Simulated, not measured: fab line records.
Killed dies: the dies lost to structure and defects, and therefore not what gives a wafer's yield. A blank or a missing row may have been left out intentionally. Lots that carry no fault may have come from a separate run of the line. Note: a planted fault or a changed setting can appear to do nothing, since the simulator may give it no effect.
fab line records	flow gf180mcu	part 1 of 2: steps 1 to 20 of 30
record lots=5	wafers=15	last_day=31
route steps=602 shown MIM@518 M5@526 V5@540
lots untouched by any fault: they come from a run of this same line in which no faults occurred
start_h: the number of hours between the record's first day and the start of the first shown wafer of the lot	wait_h: hours since the lot's step before	" repeats the value in the row above	L1.1+2: a row that stands for several wafers	- value missing, or start not given	* or withheld: withheld	< > ~ a bound
route shown NAME@n: NAME is a module with steps in the file, n the number in the route of the first one	usual: mean/standard deviation of fault-free wafers	same: alike in all rows	chamber/n: place in a boat	sites: readings site by site	_std_site: standard deviation across them	_edge_site: outer sites' mean less inner sites'	radius_mm: for every site, how far away it sits from the centre of the wafer	mask NAME#n: copy n	behind: the last tool/chamber to shape the wafer	hold: reason for holding the lot/hours on hold/outcome of the hold	device: transistor that didn't switch, given as n, p or np	end of line: at the end of the route, the tests of the same wafers	a step with no rows: only its recipe	killed: not the wafer's yield, but the dies lost to structure and defects at the first sort	map: per-die view of a wafer (x killed, . not killed, _ where there is no die)
set.NAME: the run value of the setting; set.NAME@STEP: its run value at that earlier step	model.NAME: the simulator's own value behind a step, which no gauge read
certain route steps with their lots: each step a table, each wafer a row
services: when a tool's chamber went out of use (start_h, in hours from the record's first day, below 0 if earlier), for how many hours, and the reason
## steps
# step GF_MIM_SOFTBAKE_15
# recipe temp_c=90	time_s=60	resist=NOVOLAK
# usual chill_plate_temp_C=22.99/0.1	exhaust_pa=45.0/0.83	heater_power_total_W=56.60/0.046
lot.wafer	tool	chamber	start_h	wait_h	chill_plate_temp_C	exhaust_pa	heater_power_total_W
L077.3	litho_track-02	0	596.55	0.1	23.18	46.3	56.60
L077.4	"	0	"	"	22.99	44.3	56.53
L077.6	"	0	"	"	23.00	46.3	56.56
L079.2	litho_track-03	0	618.51	0.1	22.97	44.2	56.55
L079.4	"	0	"	"	23.13	44.6	56.62
L079.5	"	0	"	"	23.06	45.0	56.59
L080.1	litho_track-04	0	623.05	0.1	23.05	44.8	56.67
L080.2	"	0	"	"	22.89	43.6	56.63
L080.3	"	0	"	"	23.24	44.7	56.58
L081.1	litho_track-03	0	626.69	0.1	23.25	46.5	56.65
L081.4	"	0	"	"	23.01	44.6	56.66
L081.5	"	0	"	"	22.99	43.3	56.63
L086.3	litho_track-04	0	662.05	0.1	22.95	44.1	56.68
L086.4	"	0	"	"	23.01	45.6	56.64
L086.6	"	0	"	"	23.11	44.5	56.59
# step GF_MIM_EXPOSE_16
# recipe mask_id=FuseTop	target_cd_nm=2000	na=0.6	source_shape=conventional	sigma_outer=0.6	dose_mj=140
# usual focus_offset_nm=0.1/0.58
lot.wafer	tool	chamber	start_h	wait_h	mask	focus_offset_nm
L077.3	iline_stepper-02	0	-	-	FuseTop#0	0.0
L077.4	"	0	"	"	FuseTop#0	0.9
L077.6	"	0	"	"	FuseTop#0	0.3
L079.2	iline_stepper-01	0	-	-	FuseTop#0	0.4
L079.4	"	0	"	"	FuseTop#0	0.1
L079.5	"	0	"	"	FuseTop#0	-0.1
L080.1	iline_stepper-02	0	-	-	FuseTop#0	-0.1
L080.2	"	0	"	"	FuseTop#0	0.5
L080.3	"	0	"	"	FuseTop#0	0.1
L081.1	iline_stepper-01	0	-	-	FuseTop#0	0.2
L081.4	"	0	"	"	FuseTop#0	0.7
L081.5	"	0	"	"	FuseTop#0	0.3
L086.3	iline_stepper-01	0	-	-	FuseTop#0	0.3
L086.4	"	0	"	"	FuseTop#0	0.8
L086.6	"	0	"	"	FuseTop#0	0.6
# step GF_MIM_PEB_17
# recipe temp_c=withheld	time_s=*	resist=NOVOLAK
# usual chill_plate_temp_C=*	exhaust_pa=45.1/0.82
lot.wafer	tool	chamber	start_h	wait_h	chill_plate_temp_C	exhaust_pa
L077.3	litho_track-03	0	-	-	*	44.8
L077.4	"	0	"	"	*	45.2
L077.6	"	0	"	"	*	45.7
L079.2	litho_track-03	0	-	-	*	45.5
L079.4	"	0	"	"	*	46.1
L079.5	"	0	"	"	*	45.8
L080.1	litho_track-04	0	-	-	*	43.5
L080.2	"	0	"	"	*	44.9
L080.3	"	0	"	"	*	45.1
L081.1	litho_track-04	0	-	-	*	45.4
L081.4	"	0	"	"	*	45.5
L081.5	"	0	"	"	*	45.8
L086.3	litho_track-04	0	-	-	*	44.2
L086.4	"	0	"	"	*	45.8
L086.6	"	0	"	"	*	45.9
# step GF_MIM_DEVELOP_18
# recipe develop_time_s=60	dev_temp_c=23
# usual chill_plate_temp_C=22.99/0.097	exhaust_pa=45.0/0.8
lot.wafer	tool	chamber	start_h	wait_h	chill_plate_temp_C	exhaust_pa
L077.3	litho_track-03	0	609.84	0.1	23.19	44.5
L077.4	"	0	"	"	23.15	45.8
L077.6	"	0	"	"	23.17	45.0
L079.2	litho_track-03	0	628.86	0.1	23.07	45.8
L079.4	"	0	"	"	23.01	45.4
L079.5	"	0	"	"	22.97	45.8
L080.1	litho_track-04	0	632.20	0.1	22.95	44.7
L080.2	"	0	"	"	23.01	44.9
L080.3	"	0	"	"	23.01	44.3
L081.1	litho_track-04	0	636.25	0.1	23.03	45.1
L081.4	"	0	"	"	22.95	44.8
L081.5	"	0	"	"	22.99	45.9
L086.3	litho_track-04	0	671.90	0.1	22.87	45.3
L086.4	"	0	"	"	22.98	47.7
L086.6	"	0	"	"	23.22	46.0
# step GF_MIM_METAL_ETCH_19
# recipe chemistry=Cl2/BCl3	mask_material=NOVOLAK	stop_on=Si3N4	target_depth_nm=324.5	pressure_mtorr=8	icp_w=800	bias_w=140	Cl2_flow_sccm=80	bcl3_flow_sccm=40	time_s=54.1
# usual drypump_motor_current_A=5.4/0.55	he_backside_leak_sccm=3.36/0.16	oes_product_au=0.942/0.0062	rf_fwd_power_W=792.5/2.4	throttle_valve_pct=28.284/0.0097
lot.wafer	tool	chamber	start_h	wait_h	drypump_motor_current_A	he_backside_leak_sccm	oes_product_au	rf_fwd_power_W	rf_hours_counter_h	throttle_valve_pct
L077.3	rie_metal-03	1	609.96	0.1	5.6	3.53	0.943	794.1	-	28.285
L077.4	"	0	"	"	5.3	3.20	0.938	791.8	-	28.284
L077.6	"	0	"	"	5.3	3.33	0.949	789.4	-	28.279
L079.2	rie_metal-01	0	628.99	0.1	4.7	3.00	0.940	790.1	5	28.285
L079.4	"	1	"	"	4.8	3.46	0.943	792.0	-	28.267
L079.5	"	1	"	"	4.8	3.39	0.944	791.2	-	28.283
L080.1	rie_metal-04	1	632.35	0.1	5.2	3.49	0.937	797.2	11	28.282
L080.2	"	0	"	"	6.2	3.37	0.942	793.7	4	28.289
L080.3	"	0	"	"	6.3	3.23	0.941	793.9	-	28.283
L081.1	rie_metal-04	0	636.40	0.1	6.3	3.33	0.944	795.1	4	28.273
L081.4	"	1	"	"	5.2	2.96	0.939	788.2	-	28.298
L081.5	"	1	"	"	5.2	3.21	0.930	792.3	-	28.284
L086.3	rie_metal-04	1	672.02	0.1	5.2	3.14	0.942	789.5	-	28.279
L086.4	"	0	"	"	6.2	3.36	0.939	788.7	-	28.288
L086.6	"	1	"	"	5.2	3.35	0.942	791.9	-	28.288
# step GF_MIM_STRIP_20
# recipe chemistry=O2/N2	power_w=1400	pressure_mtorr=1500	platen_temp_c=250	o2_flow_sccm=3000	n2_flow_sccm=300	overash_fraction=0.5
# usual drypump_motor_current_A=5.9/0.49	heater_power_w=330/27	oes_product_au=0.691/0.0043	strip_time_to_endpoint_s=11.20/0.031
lot.wafer	tool	chamber	start_h	wait_h	drypump_motor_current_A	heater_power_w	oes_product_au	rf_hours_counter_h	strip_time_to_endpoint_s
L077.3	plasma_asher-04	0	610.04	0.1	5.8	358	0.689	-	11.20
L077.4	"	1	"	"	5.1	327	0.695	-	11.22
L077.6	"	1	"	"	5.0	326	0.693	-	11.16
L079.2	plasma_asher-01	0	629.06	0.0	6.4	306	0.693	22	11.19
L079.4	"	0	"	"	6.4	296	0.691	-	11.23
L079.5	"	0	"	"	6.4	302	0.693	-	11.18
L080.1	plasma_asher-02	1	632.42	0.0	5.5	296	0.692	54	11.18
L080.2	"	0	"	"	6.5	386	0.691	54	11.18
L080.3	"	1	"	"	5.5	297	0.691	-	11.19
L081.1	plasma_asher-04	0	636.47	0.0	5.8	350	0.694	84	11.23
L081.4	"	0	"	"	5.8	356	0.684	-	11.20
L081.5	"	0	"	"	5.8	345	0.690	-	11.23
L086.3	plasma_asher-01	0	672.10	0.1	6.4	301	0.691	-	11.17
L086.4	"	1	"	"	6.1	343	0.695	-	11.18
L086.6	"	1	"	"	6.1	340	0.684	-	11.17
# step GF_MIM_STRIP_21
# recipe chemistry=post_etch_residue_remover	time_s=1200	temp_c=72.5
lot.wafer	tool	chamber	start_h	wait_h
L077.3+4+6	wet_bench-02	2	610.11	0.0
L079.2+4+5	wet_bench-02	0	629.16	0.1
L080.1+2+3	wet_bench-03	3	632.52	0.1
L081.1+4+5	wet_bench-02	0	636.57	0.1
L086.3+4+6	wet_bench-04	1	672.17	0.0
# step GF_MIM_CLEAN_22
# recipe chemistry=DIW	dry=n2_spin
lot.wafer	tool	chamber	start_h	wait_h
L077.3+4+6	wet_bench-03	1	610.45	0.0
L079.2+4+5	wet_bench-04	3	629.50	0.0
L080.1+2+3	wet_bench-02	1	632.86	0.0
L081.1+4+5	wet_bench-03	1	636.91	0.0
L086.3+4+6	wet_bench-03	3	672.51	0.0
# step GF_M5_DEHYDRATE_00
# recipe temp_c=200	time_s=60
# usual chill_plate_temp_C=22.99/0.098	exhaust_pa=45.0/0.92	heater_power_total_W=160.36/0.13
lot.wafer	tool	chamber	start_h	wait_h	chill_plate_temp_C	exhaust_pa	heater_power_total_W
L077.3	litho_track-02	0	619.75	9.2	22.75	46.4	160.50
L077.4	"	0	"	"	22.99	46.3	160.39
L077.6	"	0	"	"	22.92	45.2	160.16
L079.2	litho_track-04	0	638.32	8.7	23.11	43.7	160.34
L079.4	"	0	"	"	23.01	43.3	160.21
L079.5	"	0	"	"	23.04	45.1	160.22
L080.1	litho_track-02	0	642.50	9.6	22.98	43.9	160.30
L080.2	"	0	"	"	23.01	44.6	160.30
L080.3	"	0	"	"	23.00	42.9	160.60
L081.1	litho_track-01	0	646.30	9.3	22.98	44.3	160.28
L081.4	"	0	"	"	22.96	44.1	160.34
L081.5	"	0	"	"	22.85	42.7	160.34
L086.3	litho_track-01	0	680.80	8.2	22.92	45.3	160.26
L086.4	"	0	"	"	22.94	44.7	160.18
L086.6	"	0	"	"	22.84	45.5	160.26
# step GF_M5_HMDS_01
# recipe prime_time_s=60	prime_temp_c=120
# usual chill_plate_temp_C=22.96/0.097	exhaust_pa=45.1/0.89
lot.wafer	tool	chamber	start_h	wait_h	chill_plate_temp_C	exhaust_pa
L077.3	litho_track-02	0	619.90	0.1	22.90	43.7
L077.4	"	0	"	"	23.02	44.9
L077.6	"	0	"	"	22.95	44.5
L079.2	litho_track-04	0	638.47	0.1	22.91	44.8
L079.4	"	0	"	"	23.02	45.2
L079.5	"	0	"	"	22.97	45.3
L080.1	litho_track-02	0	642.65	0.1	23.08	46.1
L080.2	"	0	"	"	23.04	45.3
L080.3	"	0	"	"	23.00	45.7
L081.1	litho_track-01	0	646.45	0.1	23.20	44.4
L081.4	"	0	"	"	23.07	45.3
L081.5	"	0	"	"	23.10	44.9
L086.3	litho_track-01	0	680.95	0.1	22.87	45.0
L086.4	"	0	"	"	22.91	45.0
L086.6	"	0	"	"	22.97	45.2
# step GF_M5_COAT_02
# recipe resist=KrF	spin_rpm=withheld	resist_thk_nm=1000
# usual chill_plate_temp_C=23.00/0.1	exhaust_pa=44.9/0.83
lot.wafer	tool	chamber	start_h	wait_h	chill_plate_temp_C	exhaust_pa
L077.3	litho_track-02	0	620.05	0.1	23.07	45.1
L077.4	"	0	"	"	23.13	46.0
L077.6	"	0	"	"	22.96	45.8
L079.2	litho_track-04	0	638.62	0.1	23.00	44.0
L079.4	"	0	"	"	22.95	45.3
L079.5	"	0	"	"	22.93	44.0
L080.1	litho_track-02	0	642.80	0.1	23.05	45.7
L080.2	"	0	"	"	23.08	45.0
L080.3	"	0	"	"	22.86	46.6
L081.1	litho_track-01	0	646.60	0.1	22.94	44.3
L081.4	"	0	"	"	22.86	44.8
L081.5	"	0	"	"	22.92	44.0
L086.3	litho_track-01	0	681.10	0.1	23.18	44.3
L086.4	"	0	"	"	23.04	45.1
L086.6	"	0	"	"	22.93	44.8
# step GF_M5_SOFTBAKE_03
# recipe temp_c=130	time_s=60	resist=KrF
# usual chill_plate_temp_C=23.01/0.11	exhaust_pa=45.1/0.81	heater_power_total_W=93.04/0.059
lot.wafer	tool	chamber	start_h	wait_h	chill_plate_temp_C	exhaust_pa	heater_power_total_W
L077.3	litho_track-02	0	620.20	0.1	23.14	46.1	93.05
L077.4	"	0	"	"	23.20	45.6	93.06
L077.6	"	0	"	"	23.15	45.3	93.10
L079.2	litho_track-04	0	638.77	0.1	22.89	45.7	93.05
L079.4	"	0	"	"	22.89	45.7	93.12
L079.5	"	0	"	"	22.93	44.7	93.00
L080.1	litho_track-02	0	642.95	0.1	22.99	44.7	93.00
L080.2	"	0	"	"	23.13	45.0	93.13
L080.3	"	0	"	"	22.93	44.9	93.04
L081.1	litho_track-01	0	646.75	0.1	22.96	45.2	92.98
L081.4	"	0	"	"	22.90	43.5	93.13
L081.5	"	0	"	"	22.70	45.1	92.91
L086.3	litho_track-01	0	681.25	0.1	22.87	44.8	93.12
L086.4	"	0	"	"	23.00	44.7	93.07
L086.6	"	0	"	"	22.87	45.4	92.93
# step GF_M5_EXPOSE_04
# recipe mask_id=Metal5	target_cd_nm=280	na=0.68	source_shape=conventional	sigma_outer=0.6	dose_mj=28
# usual focus_offset_nm=0.0/0.47
lot.wafer	tool	chamber	start_h	wait_h	mask	focus_offset_nm
L077.3	krf_scanner-02	0	-	-	Metal5#0	-0.6
L077.4	"	0	"	"	Metal5#0	0.1
L077.6	"	0	"	"	Metal5#0	-0.5
L079.2	krf_scanner-01	0	-	-	Metal5#0	0.2
L079.4	"	0	"	"	Metal5#0	0.0
L079.5	"	0	"	"	Metal5#0	-0.1
L080.1	krf_scanner-01	0	-	-	Metal5#0	-0.9
L080.2	"	0	"	"	Metal5#0	-0.5
L080.3	"	0	"	"	Metal5#0	-0.2
L081.1	krf_scanner-01	0	-	-	Metal5#0	-0.1
L081.4	"	0	"	"	Metal5#0	-0.9
L081.5	"	0	"	"	Metal5#0	0.3
L086.3	krf_scanner-02	0	-	-	Metal5#0	-0.3
L086.4	"	0	"	"	Metal5#0	-0.1
L086.6	"	0	"	"	Metal5#0	-0.4
# step GF_M5_PEB_05
# recipe peb_temp_c=135	peb_time_s=90	resist=KrF
# usual chill_plate_temp_C=23.00/0.11	exhaust_pa=45.0/0.95	heater_power_total_W=85.70/0.085
lot.wafer	tool	chamber	start_h	wait_h	chill_plate_temp_C	exhaust_pa	heater_power_total_W
L077.3	litho_track-02	0	-	-	23.17	43.9	85.79
L077.4	"	0	"	"	23.13	44.2	85.77
L077.6	"	0	"	"	23.13	44.5	85.78
L079.2	litho_track-01	0	-	-	23.12	46.0	85.52
L079.4	"	0	"	"	22.94	45.8	85.65
L079.5	"	0	"	"	22.87	45.9	85.67
L080.1	litho_track-01	0	-	-	22.91	44.1	85.66
L080.2	"	0	"	"	22.98	43.6	85.85
L080.3	"	0	"	"	22.91	45.1	85.57
L081.1	litho_track-02	0	-	-	23.02	45.4	85.70
L081.4	"	0	"	"	22.96	45.3	85.54
L081.5	"	0	"	"	23.08	45.0	85.52
L086.3	litho_track-04	0	-	-	22.92	43.6	85.85
L086.4	"	0	"	"	22.87	45.4	85.60
L086.6	"	0	"	"	22.93	44.8	85.69
# step GF_M5_DEVELOP_06
# recipe develop_time_s=60	dev_temp_c=21
# usual chill_plate_temp_C=22.98/0.1	exhaust_pa=45.0/0.9
lot.wafer	tool	chamber	start_h	wait_h	chill_plate_temp_C	exhaust_pa
L077.3	litho_track-02	0	630.50	0.1	22.88	42.4
L077.4	"	0	"	"	22.90	43.8
L077.6	"	0	"	"	22.96	43.7
L079.2	litho_track-01	0	648.18	0.2	22.95	44.5
L079.4	"	0	"	"	23.06	44.1
L079.5	"	0	"	"	23.04	44.6
L080.1	litho_track-01	0	652.45	0.2	23.04	44.8
L080.2	"	0	"	"	22.98	46.6
L080.3	"	0	"	"	22.89	44.8
L081.1	litho_track-02	0	656.35	0.2	22.91	45.3
L081.4	"	0	"	"	22.89	46.1
L081.5	"	0	"	"	23.02	44.9
L086.3	litho_track-04	0	690.85	0.1	23.11	45.1
L086.4	"	0	"	"	22.87	45.8
L086.6	"	0	"	"	23.07	45.2
# step GF_M5_CD_MEAS_07
# recipe target_cd_nm=280
# usual cd_nm=280.2/0.99
lot.wafer	tool	chamber	start_h	wait_h	cd_nm
L077.3	cd_sem-02	-	630.70	0.2	282.9
L077.4	"	-	"	"	280.9
L077.6	"	-	"	"	281.6
L079.2	cd_sem-01	-	648.32	0.1	279.8
L079.4	"	-	"	"	280.7
L079.5	"	-	"	"	280.9
L080.1	cd_sem-01	-	652.60	0.1	280.7
L080.2	"	-	"	"	280.4
L080.3	"	-	"	"	280.4
L081.1	cd_sem-01	-	656.50	0.1	280.1
L081.4	"	-	"	"	279.3
L081.5	"	-	"	"	280.1
L086.3	cd_sem-01	-	690.99	0.1	279.8
L086.4	"	-	"	"	278.9
L086.6	"	-	"	"	280.9
# step GF_M5_OVL_MEAS_08
# usual M5_OVL=-4/5.5
lot.wafer	tool	chamber	start_h	wait_h	M5_OVL[nm]
L077.3	overlay-02	-	630.79	0.1	-2
L077.4	"	-	"	"	3
L077.6	"	-	"	"	-2
L079.2	overlay-01	-	648.43	0.1	3
L079.4	"	-	"	"	-3
L079.5	"	-	"	"	4
L080.1	overlay-01	-	652.72	0.1	-11
L080.2	"	-	"	"	-8
L080.3	"	-	"	"	-9
L081.1	overlay-01	-	656.62	0.1	-13
L081.4	"	-	"	"	-13
L081.5	"	-	"	"	-7
L086.3	overlay-02	-	691.08	0.1	-4
L086.4	"	-	"	"	-7
L086.6	"	-	"	"	0
# step GF_M5_ETCH_09
# recipe chemistry=CF4/O2	target=Si3N4	target_depth_nm=52	source_w=800	bias_w=150	pressure_mtorr=150	cf4_flow_sccm=80	O2_flow_sccm=10	time_s=11.6
# usual drypump_motor_current_A=5.6/0.5	oes_product_au=0.998/0.0081	rf_fwd_power_W=786/3.8	throttle_valve_pct=5.970/0.0088
lot.wafer	tool	chamber	start_h	wait_h	drypump_motor_current_A	oes_product_au	rf_fwd_power_W	rf_hours_counter_h	throttle_valve_pct
L077.3	rie_diel-01	3	630.81	0.0	6.4	0.999	789	13	5.976
L077.4	"	0	"	"	5.2	1.008	786	11	5.957
L077.6	"	2	"	"	6.5	1.003	794	-	5.976
L079.2	rie_diel-04	3	648.46	0.0	5.3	1.004	782	57	5.972
L079.4	"	1	"	"	5.6	0.998	788	-	5.962
L079.5	"	0	"	"	5.7	0.986	784	-	5.975
L080.1	rie_diel-04	3	652.76	0.0	5.3	0.991	785	57	5.969
L080.2	"	1	"	"	5.6	1.011	784	2	5.976
L080.3	"	0	"	"	5.7	0.993	781	11	5.975
L081.1	rie_diel-04	1	656.66	0.0	5.6	0.997	785	2	5.956
L081.4	"	1	"	"	5.6	1.000	788	-	5.958
L081.5	"	3	"	"	5.3	0.994	783	-	5.980
L086.3	rie_diel-01	0	691.10	0.0	5.2	0.992	791	14	5.974
L086.4	"	3	"	"	6.4	0.990	790	-	5.973
L086.6	"	0	"	"	5.2	0.993	794	-	5.978
# step GF_M5_METAL_ETCH_10
# recipe chemistry=Cl2/BCl3	mask_material=KrF	target_depth_nm=627.5	stop_on=SiO2	pressure_mtorr=8	icp_w=800	bias_w=140	Cl2_flow_sccm=80	bcl3_flow_sccm=40	time_s=104.6
# usual drypump_motor_current_A=5.3/0.37	he_backside_leak_sccm=3.36/0.2	oes_product_au=0.973/0.0066	rf_fwd_power_W=795.3/2.5	throttle_valve_pct=28.250/0.01
lot.wafer	tool	chamber	start_h	wait_h	drypump_motor_current_A	he_backside_leak_sccm	oes_product_au	rf_fwd_power_W	rf_hours_counter_h	throttle_valve_pct
L077.3	rie_metal-02	0	630.87	0.0	5.3	3.17	0.975	794.5	-	28.248
L077.4	"	1	"	"	5.8	3.53	0.968	795.2	-	28.261
L077.6	"	1	"	"	5.8	3.52	0.973	795.2	-	28.258
L079.2	rie_metal-03	1	648.48	0.0	5.6	3.60	0.971	795.5	12	28.255
L079.4	"	0	"	"	5.3	3.34	0.976	794.0	-	28.240
L079.5	"	1	"	"	5.6	3.53	0.977	795.6	-	28.241
L080.1	rie_metal-02	1	652.78	0.0	5.8	3.49	0.972	797.9	1	28.278
L080.2	"	0	"	"	5.3	3.20	0.966	793.0	5	28.265
L080.3	"	0	"	"	5.3	3.21	0.977	793.1	-	28.251
L081.1	rie_metal-02	1	656.68	0.0	5.8	3.54	0.973	794.5	1	28.246
L081.4	"	0	"	"	5.3	3.17	0.972	795.8	-	28.259
L081.5	"	0	"	"	5.3	3.20	0.973	799.2	-	28.242
L086.3	rie_metal-01	0	691.16	0.0	4.7	3.20	0.972	798.5	-	28.251
L086.4	"	1	"	"	4.8	3.61	0.982	793.8	-	28.242
L086.6	"	0	"	"	4.7	3.08	0.978	798.8	-	28.255
# step GF_M5_STRIP_11
# recipe chemistry=O2/N2	power_w=1400	pressure_mtorr=1500	platen_temp_c=250	o2_flow_sccm=3000	n2_flow_sccm=300	overash_fraction=0.5
# usual drypump_motor_current_A=5.7/0.49	heater_power_w=345/24	oes_product_au=0.543/0.0051	strip_time_to_endpoint_s=7.52/0.044
lot.wafer	tool	chamber	start_h	wait_h	drypump_motor_current_A	heater_power_w	oes_product_au	rf_hours_counter_h	strip_time_to_endpoint_s
L077.3	plasma_asher-02	0	630.98	0.1	6.5	383	0.537	-	7.49
L077.4	"	1	"	"	5.5	296	0.553	-	7.55
L077.6	"	0	"	"	6.6	378	0.532	-	7.58
L079.2	plasma_asher-04	1	648.59	0.1	5.1	321	0.548	85	7.57
L079.4	"	1	"	"	5.1	327	0.539	-	7.61
L079.5	"	1	"	"	5.1	336	0.543	-	7.55
L080.1	plasma_asher-04	1	652.89	0.1	5.1	313	0.546	86	7.53
L080.2	"	0	"	"	5.8	355	0.543	86	7.51
L080.3	"	0	"	"	5.8	370	0.542	-	7.49
L081.1	plasma_asher-03	0	656.80	0.1	6.3	346	0.541	99	7.60
L081.4	"	1	"	"	5.6	358	0.545	-	7.49
L081.5	"	0	"	"	6.3	350	0.544	-	7.53
L086.3	plasma_asher-03	1	691.27	0.1	5.7	361	0.541	-	7.51
L086.4	"	0	"	"	6.3	347	0.538	-	7.46
L086.6	"	1	"	"	5.7	357	0.541	-	7.46
